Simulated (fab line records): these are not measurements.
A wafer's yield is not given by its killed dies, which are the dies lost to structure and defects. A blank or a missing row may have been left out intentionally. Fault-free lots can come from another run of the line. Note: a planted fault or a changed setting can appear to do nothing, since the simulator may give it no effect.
fab line records :: flow sky130
[record]
  lots = 13
  wafers = 39
  last_day = 50
route steps=708 shown LDD_LDN@300 SD_P@330 LI_CONTACT@374 PAD_OPEN@708
lots untouched by any fault: they come from a run of this same line in which no faults occurred
start_h: hours from the record's opening day to when the first of the lot's shown wafers began :: wait_h: hours since the lot's step before :: " same as the row above :: L1.1+2: several wafers, shown together as one row :: - either no value or no given start :: * or withheld: withheld :: < > ~ a bound
route shown NAME@n: NAME is a module with steps in the file, n the number in the route of the first one :: usual: mean/standard deviation of fault-free wafers :: same: alike in all rows :: chamber/n: place in a boat :: sites: each site's reading :: _std_site: how widely they spread, as a standard deviation :: _edge_site: outer sites' mean less inner sites' :: radius_mm: how far each site lies from the wafer's centre :: mask NAME#n: copy n :: behind: the tool/chamber that last shaped the wafer :: hold: why the lot was held/for how many hours/how that ended :: device: the transistor (n, p or np) that didn't switch :: end of line: the tests these same wafers got at the end of their route :: a step with no rows: only its recipe :: killed: at the first sort, the dies lost to defects and structure; wafer yield is something else :: map: per-die view of a wafer (x killed, . not killed, _ where there is no die)
set.NAME: the setting the step ran with; set.NAME@STEP: the setting that earlier step ran with :: model.NAME: the simulator's own value behind a step, which no gauge read
the route's steps for a sample of lots (tables are steps, rows are wafers)
services: when a tool's chamber went out of use (start_h, in hours from the record's first day, below 0 if earlier), for how many hours, and the reason
[[steps]]
[step SKY_LDD_LDN_IMPLANT_11]
[recipe]
  species = As
  energy_kev = 15
  dose_cm2 = 1.25e+13
  tilt_deg = withheld
  rotation_deg = 293
[usual]
  beam_energy_keV = 15.000/0.0045
  dose_ions_cm2 = 1.2498e+13/1.3e+10
lot.wafer: L712.2
tool: implanter-01
chamber: 0
start_h: 549.39
wait_h: 0.1
beam_energy_keV: 14.998
dose_ions_cm2: 1.2511e+13

lot.wafer: L712.4
tool: implanter-01
chamber: 0
start_h: 549.39
wait_h: 0.1
beam_energy_keV: 14.993
dose_ions_cm2: 1.2499e+13

lot.wafer: L712.5
tool: implanter-01
chamber: 0
start_h: 549.39
wait_h: 0.1
beam_energy_keV: 14.996
dose_ions_cm2: 1.2489e+13

lot.wafer: L715.2
tool: implanter-04
chamber: 0
start_h: 572.84
wait_h: 0.1
beam_energy_keV: 15.006
dose_ions_cm2: 1.25e+13

lot.wafer: L715.4
tool: implanter-04
chamber: 0
start_h: 572.84
wait_h: 0.1
beam_energy_keV: 15.005
dose_ions_cm2: 1.2492e+13

lot.wafer: L715.5
tool: implanter-04
chamber: 0
start_h: 572.84
wait_h: 0.1
beam_energy_keV: 15.004
dose_ions_cm2: 1.2488e+13

lot.wafer: L716.3
tool: implanter-01
chamber: 0
start_h: 585.78
wait_h: 0.1
beam_energy_keV: 14.996
dose_ions_cm2: 1.2514e+13

lot.wafer: L716.4
tool: implanter-01
chamber: 0
start_h: 585.78
wait_h: 0.1
beam_energy_keV: 14.993
dose_ions_cm2: 1.25e+13

lot.wafer: L716.5
tool: implanter-01
chamber: 0
start_h: 585.78
wait_h: 0.1
beam_energy_keV: 14.999
dose_ions_cm2: 1.252e+13

lot.wafer: L717.3
tool: implanter-04
chamber: 0
start_h: 596.12
wait_h: 0.1
beam_energy_keV: 15.002
dose_ions_cm2: 1.2516e+13

lot.wafer: L717.4
tool: implanter-04
chamber: 0
start_h: 596.12
wait_h: 0.1
beam_energy_keV: 15.008
dose_ions_cm2: 1.2507e+13

lot.wafer: L717.6
tool: implanter-04
chamber: 0
start_h: 596.12
wait_h: 0.1
beam_energy_keV: 15.004
dose_ions_cm2: 1.248e+13

lot.wafer: L718.2
tool: implanter-03
chamber: 0
start_h: 604.79
wait_h: 0.1
beam_energy_keV: 15.001
dose_ions_cm2: 1.2479e+13

lot.wafer: L718.3
tool: implanter-03
chamber: 0
start_h: 604.79
wait_h: 0.1
beam_energy_keV: 14.998
dose_ions_cm2: 1.2503e+13

lot.wafer: L718.5
tool: implanter-03
chamber: 0
start_h: 604.79
wait_h: 0.1
beam_energy_keV: 14.996
dose_ions_cm2: 1.2512e+13

lot.wafer: L719.1
tool: implanter-01
chamber: 0
start_h: 620.72
wait_h: 0.1
beam_energy_keV: 15.003
dose_ions_cm2: 1.249e+13

lot.wafer: L719.5
tool: implanter-01
chamber: 0
start_h: 620.72
wait_h: 0.1
beam_energy_keV: 14.993
dose_ions_cm2: 1.2502e+13

lot.wafer: L719.6
tool: implanter-01
chamber: 0
start_h: 620.72
wait_h: 0.1
beam_energy_keV: 15.002
dose_ions_cm2: 1.2501e+13

lot.wafer: L720.1
tool: implanter-03
chamber: 0
start_h: 629.43
wait_h: 0.1
beam_energy_keV: 15.005
dose_ions_cm2: 1.2503e+13

lot.wafer: L720.3
tool: implanter-03
chamber: 0
start_h: 629.43
wait_h: 0.1
beam_energy_keV: 15.007
dose_ions_cm2: 1.2488e+13

lot.wafer: L720.5
tool: implanter-03
chamber: 0
start_h: 629.43
wait_h: 0.1
beam_energy_keV: 15.005
dose_ions_cm2: 1.2479e+13

lot.wafer: L722.1
tool: implanter-01
chamber: 0
start_h: 638.88
wait_h: 0.1
beam_energy_keV: 15.003
dose_ions_cm2: 1.2491e+13

lot.wafer: L722.3
tool: implanter-01
chamber: 0
start_h: 638.88
wait_h: 0.1
beam_energy_keV: 15.002
dose_ions_cm2: 1.25e+13

lot.wafer: L722.5
tool: implanter-01
chamber: 0
start_h: 638.88
wait_h: 0.1
beam_energy_keV: 15.001
dose_ions_cm2: 1.251e+13

lot.wafer: L724.2
tool: implanter-04
chamber: 0
start_h: 662.61
wait_h: 0.1
beam_energy_keV: 14.996
dose_ions_cm2: 1.2503e+13

lot.wafer: L724.3
tool: implanter-04
chamber: 0
start_h: 662.61
wait_h: 0.1
beam_energy_keV: 14.996
dose_ions_cm2: 1.2494e+13

lot.wafer: L724.4
tool: implanter-04
chamber: 0
start_h: 662.61
wait_h: 0.1
beam_energy_keV: 14.998
dose_ions_cm2: 1.2504e+13

lot.wafer: L727.2
tool: implanter-01
chamber: 0
start_h: 675.06
wait_h: 0.1
beam_energy_keV: 14.995
dose_ions_cm2: 1.2496e+13

lot.wafer: L727.4
tool: implanter-01
chamber: 0
start_h: 675.06
wait_h: 0.1
beam_energy_keV: 14.998
dose_ions_cm2: 1.2504e+13

lot.wafer: L727.6
tool: implanter-01
chamber: 0
start_h: 675.06
wait_h: 0.1
beam_energy_keV: 14.993
dose_ions_cm2: 1.249e+13

lot.wafer: L728.1
tool: implanter-01
chamber: 0
start_h: 685.11
wait_h: 0.1
beam_energy_keV: 19.091
dose_ions_cm2: 1.2518e+13

lot.wafer: L728.2
tool: implanter-01
chamber: 0
start_h: 685.11
wait_h: 0.1
beam_energy_keV: 19.085
dose_ions_cm2: 1.2528e+13

lot.wafer: L728.4
tool: implanter-01
chamber: 0
start_h: 685.11
wait_h: 0.1
beam_energy_keV: 19.084
dose_ions_cm2: 1.2506e+13

lot.wafer: L730.2
tool: implanter-01
chamber: 0
start_h: 694.09
wait_h: 0.1
beam_energy_keV: 19.088
dose_ions_cm2: 1.2499e+13

lot.wafer: L730.3
tool: implanter-01
chamber: 0
start_h: 694.09
wait_h: 0.1
beam_energy_keV: 19.087
dose_ions_cm2: 1.2498e+13

lot.wafer: L730.5
tool: implanter-01
chamber: 0
start_h: 694.09
wait_h: 0.1
beam_energy_keV: 19.097
dose_ions_cm2: 1.2516e+13

lot.wafer: L729.1
tool: implanter-01
chamber: 0
start_h: 697.07
wait_h: 0.1
beam_energy_keV: 19.098
dose_ions_cm2: 1.2509e+13

lot.wafer: L729.2
tool: implanter-01
chamber: 0
start_h: 697.07
wait_h: 0.1
beam_energy_keV: 19.088
dose_ions_cm2: 1.2519e+13

lot.wafer: L729.6
tool: implanter-01
chamber: 0
start_h: 697.07
wait_h: 0.1
beam_energy_keV: 19.090
dose_ions_cm2: 1.2526e+13
[step SKY_SD_P_STRIP_10]
[recipe]
  chemistry = O2/N2
  power_w = 1400
  pressure_mtorr = 1500
  platen_temp_c = withheld
  o2_flow_sccm = 3000
  n2_flow_sccm = 300
  overash_fraction = 0.5
[usual]
  drypump_motor_current_A = 5.7/0.45
  oes_product_au = 0.617/0.0045
  strip_time_to_endpoint_s = 17.49/0.045
lot.wafer: L712.2
tool: plasma_asher-03
chamber: 0
start_h: 615.06
wait_h: 0.1
drypump_motor_current_A: 5.0
oes_product_au: 0.623
rf_hours_counter_h: 83
strip_time_to_endpoint_s: 17.49

lot.wafer: L712.4
tool: plasma_asher-03
chamber: 0
start_h: 615.06
wait_h: 0.1
drypump_motor_current_A: 5.0
oes_product_au: 0.618
rf_hours_counter_h: -
strip_time_to_endpoint_s: 17.54

lot.wafer: L712.5
tool: plasma_asher-03
chamber: 1
start_h: 615.06
wait_h: 0.1
drypump_motor_current_A: 6.0
oes_product_au: 0.615
rf_hours_counter_h: -
strip_time_to_endpoint_s: 17.47

lot.wafer: L715.2
tool: plasma_asher-01
chamber: 0
start_h: 634.15
wait_h: 0.1
drypump_motor_current_A: 6.4
oes_product_au: 0.623
rf_hours_counter_h: 91
strip_time_to_endpoint_s: 17.55

lot.wafer: L715.4
tool: plasma_asher-01
chamber: 0
start_h: 634.15
wait_h: 0.1
drypump_motor_current_A: 6.4
oes_product_au: 0.605
rf_hours_counter_h: -
strip_time_to_endpoint_s: 17.57

lot.wafer: L715.5
tool: plasma_asher-01
chamber: 1
start_h: 634.15
wait_h: 0.1
drypump_motor_current_A: 5.4
oes_product_au: 0.606
rf_hours_counter_h: -
strip_time_to_endpoint_s: 17.58

lot.wafer: L716.3
tool: plasma_asher-02
chamber: 0
start_h: 647.08
wait_h: 0.1
drypump_motor_current_A: 5.6
oes_product_au: 0.620
rf_hours_counter_h: -
strip_time_to_endpoint_s: 17.49

lot.wafer: L716.4
tool: plasma_asher-02
chamber: 1
start_h: 647.08
wait_h: 0.1
drypump_motor_current_A: 5.8
oes_product_au: 0.613
rf_hours_counter_h: -
strip_time_to_endpoint_s: 17.44

lot.wafer: L716.5
tool: plasma_asher-02
chamber: 0
start_h: 647.08
wait_h: 0.1
drypump_motor_current_A: 5.6
oes_product_au: 0.624
rf_hours_counter_h: -
strip_time_to_endpoint_s: 17.47

lot.wafer: L717.3
tool: plasma_asher-03
chamber: 1
start_h: 657.74
wait_h: 0.1
drypump_motor_current_A: 6.0
oes_product_au: 0.621
rf_hours_counter_h: -
strip_time_to_endpoint_s: 17.43

lot.wafer: L717.4
tool: plasma_asher-03
chamber: 0
start_h: 657.74
wait_h: 0.1
drypump_motor_current_A: 5.0
oes_product_au: 0.614
rf_hours_counter_h: -
strip_time_to_endpoint_s: 17.50

lot.wafer: L717.6
tool: plasma_asher-03
chamber: 0
start_h: 657.74
wait_h: 0.1
drypump_motor_current_A: 5.1
oes_product_au: 0.613
rf_hours_counter_h: -
strip_time_to_endpoint_s: 17.50

lot.wafer: L718.2
tool: plasma_asher-01
chamber: 0
start_h: 665.26
wait_h: 0.1
drypump_motor_current_A: 6.4
oes_product_au: 0.620
rf_hours_counter_h: 93
strip_time_to_endpoint_s: 17.55

lot.wafer: L718.3
tool: plasma_asher-01
chamber: 1
start_h: 665.26
wait_h: 0.1
drypump_motor_current_A: 5.4
oes_product_au: 0.620
rf_hours_counter_h: -
strip_time_to_endpoint_s: 17.56

lot.wafer: L718.5
tool: plasma_asher-01
chamber: 0
start_h: 665.26
wait_h: 0.1
drypump_motor_current_A: 6.4
oes_product_au: 0.616
rf_hours_counter_h: -
strip_time_to_endpoint_s: 17.56

lot.wafer: L719.1
tool: plasma_asher-03
chamber: 0
start_h: 682.06
wait_h: 0.1
drypump_motor_current_A: 5.1
oes_product_au: 0.617
rf_hours_counter_h: 90
strip_time_to_endpoint_s: 17.51

lot.wafer: L719.5
tool: plasma_asher-03
chamber: 0
start_h: 682.06
wait_h: 0.1
drypump_motor_current_A: 5.0
oes_product_au: 0.618
rf_hours_counter_h: -
strip_time_to_endpoint_s: 17.41

lot.wafer: L719.6
tool: plasma_asher-03
chamber: 1
start_h: 682.06
wait_h: 0.1
drypump_motor_current_A: 6.0
oes_product_au: 0.616
rf_hours_counter_h: -
strip_time_to_endpoint_s: 17.41

lot.wafer: L720.1
tool: plasma_asher-01
chamber: 0
start_h: 689.21
wait_h: 0.1
drypump_motor_current_A: 6.3
oes_product_au: 0.623
rf_hours_counter_h: 96
strip_time_to_endpoint_s: 17.47

lot.wafer: L720.3
tool: plasma_asher-01
chamber: 0
start_h: 689.21
wait_h: 0.1
drypump_motor_current_A: 6.3
oes_product_au: 0.621
rf_hours_counter_h: -
strip_time_to_endpoint_s: 17.46

lot.wafer: L720.5
tool: plasma_asher-01
chamber: 1
start_h: 689.21
wait_h: 0.1
drypump_motor_current_A: 5.4
oes_product_au: 0.612
rf_hours_counter_h: -
strip_time_to_endpoint_s: 17.48

lot.wafer: L722.1
tool: plasma_asher-01
chamber: 1
start_h: 698.06
wait_h: 0.1
drypump_motor_current_A: 5.4
oes_product_au: 0.619
rf_hours_counter_h: 97
strip_time_to_endpoint_s: 17.51

lot.wafer: L722.3
tool: plasma_asher-01
chamber: 1
start_h: 698.06
wait_h: 0.1
drypump_motor_current_A: 5.4
oes_product_au: 0.617
rf_hours_counter_h: -
strip_time_to_endpoint_s: 17.55

lot.wafer: L722.5
tool: plasma_asher-01
chamber: 1
start_h: 698.06
wait_h: 0.1
drypump_motor_current_A: 5.4
oes_product_au: 0.616
rf_hours_counter_h: -
strip_time_to_endpoint_s: 17.50

lot.wafer: L724.2
tool: plasma_asher-01
chamber: 0
start_h: 722.56
wait_h: 0.1
drypump_motor_current_A: 6.4
oes_product_au: 0.615
rf_hours_counter_h: 99
strip_time_to_endpoint_s: 17.47

lot.wafer: L724.3
tool: plasma_asher-01
chamber: 0
start_h: 722.56
wait_h: 0.1
drypump_motor_current_A: 6.4
oes_product_au: 0.616
rf_hours_counter_h: -
strip_time_to_endpoint_s: 17.50

lot.wafer: L724.4
tool: plasma_asher-01
chamber: 1
start_h: 722.56
wait_h: 0.1
drypump_motor_current_A: 5.4
oes_product_au: 0.624
rf_hours_counter_h: -
strip_time_to_endpoint_s: 17.50

lot.wafer: L727.2
tool: plasma_asher-02
chamber: 1
start_h: 736.21
wait_h: 0.1
drypump_motor_current_A: 5.8
oes_product_au: 0.620
rf_hours_counter_h: 30
strip_time_to_endpoint_s: 17.56

lot.wafer: L727.4
tool: plasma_asher-02
chamber: 0
start_h: 736.21
wait_h: 0.1
drypump_motor_current_A: 5.6
oes_product_au: 0.620
rf_hours_counter_h: -
strip_time_to_endpoint_s: 17.47

lot.wafer: L727.6
tool: plasma_asher-02
chamber: 0
start_h: 736.21
wait_h: 0.1
drypump_motor_current_A: 5.6
oes_product_au: 0.616
rf_hours_counter_h: -
strip_time_to_endpoint_s: 17.49

lot.wafer: L728.1
tool: plasma_asher-03
chamber: 0
start_h: 743.49
wait_h: 0.1
drypump_motor_current_A: 5.1
oes_product_au: 0.613
rf_hours_counter_h: 96
strip_time_to_endpoint_s: 17.42

lot.wafer: L728.2
tool: plasma_asher-03
chamber: 1
start_h: 743.49
wait_h: 0.1
drypump_motor_current_A: 6.0
oes_product_au: 0.619
rf_hours_counter_h: 96
strip_time_to_endpoint_s: 17.43

lot.wafer: L728.4
tool: plasma_asher-03
chamber: 0
start_h: 743.49
wait_h: 0.1
drypump_motor_current_A: 5.1
oes_product_au: 0.612
rf_hours_counter_h: -
strip_time_to_endpoint_s: 17.44

lot.wafer: L730.2
tool: plasma_asher-01
chamber: 0
start_h: 752.54
wait_h: 0.1
drypump_motor_current_A: 6.3
oes_product_au: 0.618
rf_hours_counter_h: 1
strip_time_to_endpoint_s: 17.50

lot.wafer: L730.3
tool: plasma_asher-01
chamber: 0
start_h: 752.54
wait_h: 0.1
drypump_motor_current_A: 6.3
oes_product_au: 0.615
rf_hours_counter_h: -
strip_time_to_endpoint_s: 17.46

lot.wafer: L730.5
tool: plasma_asher-01
chamber: 0
start_h: 752.54
wait_h: 0.1
drypump_motor_current_A: 6.3
oes_product_au: 0.617
rf_hours_counter_h: -
strip_time_to_endpoint_s: 17.49

lot.wafer: L729.1
tool: plasma_asher-03
chamber: 1
start_h: 755.51
wait_h: 0.1
drypump_motor_current_A: 6.0
oes_product_au: 0.616
rf_hours_counter_h: 97
strip_time_to_endpoint_s: 17.43

lot.wafer: L729.2
tool: plasma_asher-03
chamber: 0
start_h: 755.51
wait_h: 0.1
drypump_motor_current_A: 5.1
oes_product_au: 0.624
rf_hours_counter_h: 97
strip_time_to_endpoint_s: 17.47

lot.wafer: L729.6
tool: plasma_asher-03
chamber: 0
start_h: 755.51
wait_h: 0.1
drypump_motor_current_A: 5.0
oes_product_au: 0.621
rf_hours_counter_h: -
strip_time_to_endpoint_s: 17.45
[step SKY_SD_P_TW_MEAS_11]
[usual]
  SD_P_TW = 2841/35
lot.wafer: L712.2
tool: film_metro-03
chamber: -
start_h: 615.17
wait_h: 0.1
SD_P_TW: 2849

lot.wafer: L712.4
tool: film_metro-03
chamber: -
start_h: 615.17
wait_h: 0.1
SD_P_TW: 2884

lot.wafer: L712.5
tool: film_metro-03
chamber: -
start_h: 615.17
wait_h: 0.1
SD_P_TW: 2854

lot.wafer: L715.2
tool: film_metro-04
chamber: -
start_h: 634.26
wait_h: 0.1
SD_P_TW: 2872

lot.wafer: L715.4
tool: film_metro-04
chamber: -
start_h: 634.26
wait_h: 0.1
SD_P_TW: 2862

lot.wafer: L715.5
tool: film_metro-04
chamber: -
start_h: 634.26
wait_h: 0.1
SD_P_TW: 2870

lot.wafer: L716.3
tool: film_metro-03
chamber: -
start_h: 647.17
wait_h: 0.1
SD_P_TW: 2853

lot.wafer: L716.4
tool: film_metro-03
chamber: -
start_h: 647.17
wait_h: 0.1
SD_P_TW: 2856

lot.wafer: L716.5
tool: film_metro-03
chamber: -
start_h: 647.17
wait_h: 0.1
SD_P_TW: 2850

lot.wafer: L717.3
tool: film_metro-04
chamber: -
start_h: 657.83
wait_h: 0.1
SD_P_TW: 2873

lot.wafer: L717.4
tool: film_metro-04
chamber: -
start_h: 657.83
wait_h: 0.1
SD_P_TW: 2881

lot.wafer: L717.6
tool: film_metro-04
chamber: -
start_h: 657.83
wait_h: 0.1
SD_P_TW: 2885

lot.wafer: L718.2
tool: film_metro-03
chamber: -
start_h: 665.37
wait_h: 0.1
SD_P_TW: 2864

lot.wafer: L718.3
tool: film_metro-03
chamber: -
start_h: 665.37
wait_h: 0.1
SD_P_TW: 2867

lot.wafer: L718.5
tool: film_metro-03
chamber: -
start_h: 665.37
wait_h: 0.1
SD_P_TW: 2885

lot.wafer: L719.1
tool: film_metro-03
chamber: -
start_h: 682.16
wait_h: 0.1
SD_P_TW: 2847

lot.wafer: L719.5
tool: film_metro-03
chamber: -
start_h: 682.16
wait_h: 0.1
SD_P_TW: 2874

lot.wafer: L719.6
tool: film_metro-03
chamber: -
start_h: 682.16
wait_h: 0.1
SD_P_TW: 2843

lot.wafer: L720.1
tool: film_metro-04
chamber: -
start_h: 689.31
wait_h: 0.1
SD_P_TW: 2847

lot.wafer: L720.3
tool: film_metro-04
chamber: -
start_h: 689.31
wait_h: 0.1
SD_P_TW: 2863

lot.wafer: L720.5
tool: film_metro-04
chamber: -
start_h: 689.31
wait_h: 0.1
SD_P_TW: 2859

lot.wafer: L722.1
tool: film_metro-03
chamber: -
start_h: 698.16
wait_h: 0.1
SD_P_TW: 2849

lot.wafer: L722.3
tool: film_metro-03
chamber: -
start_h: 698.16
wait_h: 0.1
SD_P_TW: 2854

lot.wafer: L722.5
tool: film_metro-03
chamber: -
start_h: 698.16
wait_h: 0.1
SD_P_TW: 2849

lot.wafer: L724.2
tool: film_metro-01
chamber: -
start_h: 722.67
wait_h: 0.1
SD_P_TW: 2784

lot.wafer: L724.3
tool: film_metro-01
chamber: -
start_h: 722.67
wait_h: 0.1
SD_P_TW: 2788

lot.wafer: L724.4
tool: film_metro-01
chamber: -
start_h: 722.67
wait_h: 0.1
SD_P_TW: 2781

lot.wafer: L727.2
tool: film_metro-03
chamber: -
start_h: 736.32
wait_h: 0.1
SD_P_TW: 2878

lot.wafer: L727.4
tool: film_metro-03
chamber: -
start_h: 736.32
wait_h: 0.1
SD_P_TW: 2885

lot.wafer: L727.6
tool: film_metro-03
chamber: -
start_h: 736.32
wait_h: 0.1
SD_P_TW: 2883

lot.wafer: L728.1
tool: film_metro-01
chamber: -
start_h: 743.59
wait_h: 0.1
SD_P_TW: 2805

lot.wafer: L728.2
tool: film_metro-01
chamber: -
start_h: 743.59
wait_h: 0.1
SD_P_TW: 2794

lot.wafer: L728.4
tool: film_metro-01
chamber: -
start_h: 743.59
wait_h: 0.1
SD_P_TW: 2794

lot.wafer: L730.2
tool: film_metro-01
chamber: -
start_h: 752.65
wait_h: 0.1
SD_P_TW: 2803

lot.wafer: L730.3
tool: film_metro-01
chamber: -
start_h: 752.65
wait_h: 0.1
SD_P_TW: 2807

lot.wafer: L730.5
tool: film_metro-01
chamber: -
start_h: 752.65
wait_h: 0.1
SD_P_TW: 2807

lot.wafer: L729.1
tool: film_metro-04
chamber: -
start_h: 755.61
wait_h: 0.1
SD_P_TW: 2847

lot.wafer: L729.2
tool: film_metro-04
chamber: -
start_h: 755.61
wait_h: 0.1
SD_P_TW: 2848

lot.wafer: L729.6
tool: film_metro-04
chamber: -
start_h: 755.61
wait_h: 0.1
SD_P_TW: 2861
[step SKY_LI_CONTACT_CD_MEAS_12]
[recipe]
  target_cd_nm = 170
[usual]
  cd_nm = 169.7/1.7
lot.wafer: L712.2
tool: cd_sem-01
chamber: -
start_h: 703.25
wait_h: -
cd_nm: 168.6

lot.wafer: L712.4
tool: cd_sem-01
chamber: -
start_h: 703.25
wait_h: -
cd_nm: 167.0

lot.wafer: L712.5
tool: cd_sem-01
chamber: -
start_h: 703.25
wait_h: -
cd_nm: 169.0

lot.wafer: L715.2
tool: cd_sem-01
chamber: -
start_h: 721.00
wait_h: -
cd_nm: 168.7

lot.wafer: L715.4
tool: cd_sem-01
chamber: -
start_h: 721.00
wait_h: -
cd_nm: 166.9

lot.wafer: L715.5
tool: cd_sem-01
chamber: -
start_h: 721.00
wait_h: -
cd_nm: 169.5

lot.wafer: L716.3
tool: cd_sem-01
chamber: -
start_h: 734.69
wait_h: -
cd_nm: 169.2

lot.wafer: L716.4
tool: cd_sem-01
chamber: -
start_h: 734.69
wait_h: -
cd_nm: 169.2

lot.wafer: L716.5
tool: cd_sem-01
chamber: -
start_h: 734.69
wait_h: -
cd_nm: 170.8

lot.wafer: L717.3
tool: cd_sem-02
chamber: -
start_h: 744.94
wait_h: -
cd_nm: 168.6

lot.wafer: L717.4
tool: cd_sem-02
chamber: -
start_h: 744.94
wait_h: -
cd_nm: 168.1

lot.wafer: L717.6
tool: cd_sem-02
chamber: -
start_h: 744.94
wait_h: -
cd_nm: 168.0

lot.wafer: L718.2
tool: cd_sem-02
chamber: -
start_h: 751.90
wait_h: -
cd_nm: 169.1

lot.wafer: L718.3
tool: cd_sem-02
chamber: -
start_h: 751.90
wait_h: -
cd_nm: 166.5

lot.wafer: L718.5
tool: cd_sem-02
chamber: -
start_h: 751.90
wait_h: -
cd_nm: 168.2

lot.wafer: L719.1
tool: cd_sem-01
chamber: -
start_h: 768.28
wait_h: -
cd_nm: 167.4

lot.wafer: L719.5
tool: cd_sem-01
chamber: -
start_h: 768.28
wait_h: -
cd_nm: 169.0

lot.wafer: L719.6
tool: cd_sem-01
chamber: -
start_h: 768.28
wait_h: -
cd_nm: 168.0

lot.wafer: L720.1
tool: cd_sem-02
chamber: -
start_h: 775.88
wait_h: -
cd_nm: 167.9

lot.wafer: L720.3
tool: cd_sem-02
chamber: -
start_h: 775.88
wait_h: -
cd_nm: 166.2

lot.wafer: L720.5
tool: cd_sem-02
chamber: -
start_h: 775.88
wait_h: -
cd_nm: 165.9

lot.wafer: L722.1
tool: cd_sem-01
chamber: -
start_h: 783.88
wait_h: -
cd_nm: 170.6

lot.wafer: L722.3
tool: cd_sem-01
chamber: -
start_h: 783.88
wait_h: -
cd_nm: 170.6

lot.wafer: L722.5
tool: cd_sem-01
chamber: -
start_h: 783.88
wait_h: -
cd_nm: 169.4

lot.wafer: L724.2
tool: cd_sem-02
chamber: -
start_h: 807.55
wait_h: -
cd_nm: 170.8

lot.wafer: L724.3
tool: cd_sem-02
chamber: -
start_h: 807.55
wait_h: -
cd_nm: 170.5

lot.wafer: L724.4
tool: cd_sem-02
chamber: -
start_h: 807.55
wait_h: -
cd_nm: 170.2

lot.wafer: L727.2
tool: cd_sem-02
chamber: -
start_h: 819.67
wait_h: -
cd_nm: 170.7

lot.wafer: L727.4
tool: cd_sem-02
chamber: -
start_h: 819.67
wait_h: -
cd_nm: 169.6

lot.wafer: L727.6
tool: cd_sem-02
chamber: -
start_h: 819.67
wait_h: -
cd_nm: 170.1

lot.wafer: L728.1
tool: cd_sem-01
chamber: -
start_h: 827.23
wait_h: -
cd_nm: 168.8

lot.wafer: L728.2
tool: cd_sem-01
chamber: -
start_h: 827.23
wait_h: -
cd_nm: 169.3

lot.wafer: L728.4
tool: cd_sem-01
chamber: -
start_h: 827.23
wait_h: -
cd_nm: 169.5

lot.wafer: L730.2
tool: cd_sem-02
chamber: -
start_h: 836.92
wait_h: -
cd_nm: 169.0

lot.wafer: L730.3
tool: cd_sem-02
chamber: -
start_h: 836.92
wait_h: -
cd_nm: 170.4

lot.wafer: L730.5
tool: cd_sem-02
chamber: -
start_h: 836.92
wait_h: -
cd_nm: 170.7

lot.wafer: L729.1
tool: cd_sem-02
chamber: -
start_h: 840.23
wait_h: -
cd_nm: 171.1

lot.wafer: L729.2
tool: cd_sem-02
chamber: -
start_h: 840.23
wait_h: -
cd_nm: 170.5

lot.wafer: L729.6
tool: cd_sem-02
chamber: -
start_h: 840.23
wait_h: -
cd_nm: 170.3
[step SKY_PAD_OPEN_PROBE_99]
[usual]
  killed_at_M0_to_M3 = 43/7.5
  killed_at_M4_up = 3.2/1.9
  killed_at_contacts = 24/4.9
  killed_at_front_end = 15/4.3
  killed_at_other = 0.4/0.72
  killed_dies = 86/9.1
  killed_open = 47/6.5
  killed_short = 39/6.5
[same]
  gross_dies = 492
  killed_at_back_side = 0
lot.wafer: L717.3
tool: prober-01
chamber: -
start_h: 1132.51
wait_h: 0.2
killed_at_M0_to_M3: 45
killed_at_M4_up: 2
killed_at_contacts: 27
killed_at_front_end: 24
killed_at_other: 0
killed_dies: 98
killed_open: 46
killed_short: 51

lot.wafer: L717.4
tool: prober-01
chamber: -
start_h: 1132.56
wait_h: 0.2
killed_at_M0_to_M3: 52
killed_at_M4_up: 5
killed_at_contacts: 21
killed_at_front_end: 26
killed_at_other: 1
killed_dies: 105
killed_open: 49
killed_short: 54

lot.wafer: L717.6
tool: prober-01
chamber: -
start_h: 1132.66
wait_h: 0.2
killed_at_M0_to_M3: 44
killed_at_M4_up: 1
killed_at_contacts: 21
killed_at_front_end: 20
killed_at_other: 1
killed_dies: 87
killed_open: 44
killed_short: 42
// killed by level:class
L717.3 VIA1:geometric_particle:open=13 FIELD_ISO:geometric_particle:short=12 LI_CONTACT:geometric_particle:open=7 METAL2:geometric_particle:short=6 LOCAL_INTERCONNECT:geometric_particle:short=6 METAL3:geometric_particle:short=6 VIA3:geometric_particle:open=6 CONTACT:geometric_particle:short=5
L717.4 VIA1:geometric_particle:open=13 METAL2:geometric_particle:short=12 METAL1:geometric_particle:short=9 FIELD_ISO:geometric_particle:open=8 LI_CONTACT:geometric_particle:open=7 CONTACT:geometric_particle:open=5 VIA2:geometric_particle:open=5 VIA3:geometric_particle:open=5
L717.6 VIA1:geometric_particle:open=10 FIELD_ISO:geometric_particle:short=8 CONTACT:geometric_particle:open=7 LI_CONTACT:geometric_particle:open=7 METAL1:geometric_particle:short=7 VIA1:geometric_particle:short=6 CONTACT:geometric_particle:short=5 VIA2:geometric_particle:open=5
[[services]]
tool: implanter-01
chamber: -
start_h: 536.58
hours: 0.8
kind: repair

tool: implanter-03
chamber: -
start_h: 560.25
hours: 6.0
kind: repair

tool: implanter-01
chamber: -
start_h: 562.96
hours: 8.7
kind: repair

tool: plasma_asher-01
chamber: -
start_h: 573.90
hours: 4.4
kind: repair

tool: plasma_asher-01
chamber: -
start_h: 587.94
hours: 4.5
kind: repair

tool: implanter-03
chamber: -
start_h: 589.42
hours: 9.1
kind: repair

tool: implanter-01
chamber: -
start_h: 649.98
hours: 1.8
kind: repair

tool: implanter-03
chamber: -
start_h: 677.84
hours: 0.7
kind: repair

tool: implanter-03
chamber: -
start_h: 678.38
hours: 2.8
kind: repair

tool: implanter-03
chamber: -
start_h: 691.46
hours: 1.2
kind: repair

tool: plasma_asher-01
chamber: -
start_h: 710.02
hours: 0.7
kind: repair

tool: implanter-01
chamber: -
start_h: 717.67
hours: 4.2
kind: pm

tool: implanter-03
chamber: -
start_h: 718.68
hours: 3.6
kind: pm

tool: plasma_asher-01
chamber: -
start_h: 733.75
hours: 9.0
kind: pm

tool: plasma_asher-01
chamber: 0
start_h: 733.75
hours: 9.0
kind: vent_cycle

tool: plasma_asher-01
chamber: 1
start_h: 733.75
hours: 9.0
kind: vent_cycle

tool: implanter-01
chamber: -
start_h: 740.00
hours: 5.8
kind: repair

tool: plasma_asher-01
chamber: 0
start_h: 742.75
hours: -
kind: clean

tool: plasma_asher-01
chamber: 1
start_h: 742.75
hours: -
kind: clean
[[key]]
[first_sign]
  step = SKY_LDD_LDN_IMPLANT_11
  reading = beam_energy_keV
  direction = up
  sigmas = 99+
  usual = *
  struck = *
effect none on later readings
met_at SKY_LDD_LDN_IMPLANT_11
struck_lots L728,L729,L730
tester_left_out L728,L729,L730
not_acting_at SKY_SD_P_STRIP_10,SKY_SD_P_TW_MEAS_11,SKY_LI_CONTACT_CD_MEAS_12
onset_between 675.06 685.11
[fault]
  kind = process_parameter_drift
  tool = implanter-01
  chamber = -
  onset_h = 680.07
  steps = SKY_LDD_LDN_IMPLANT_11
  channel = energy_kev
  offset = *
  shape = step
  end_h = 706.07
  acts_in = *
  stated = *
// tester_left_out: of these lots the tester's yield and bins aren't shown, on N5 and GAA mostly nor the transistor test; their killed dies are dies lost to structure and defects alone, not to doping, threshold or leakage, so they don't give the yield
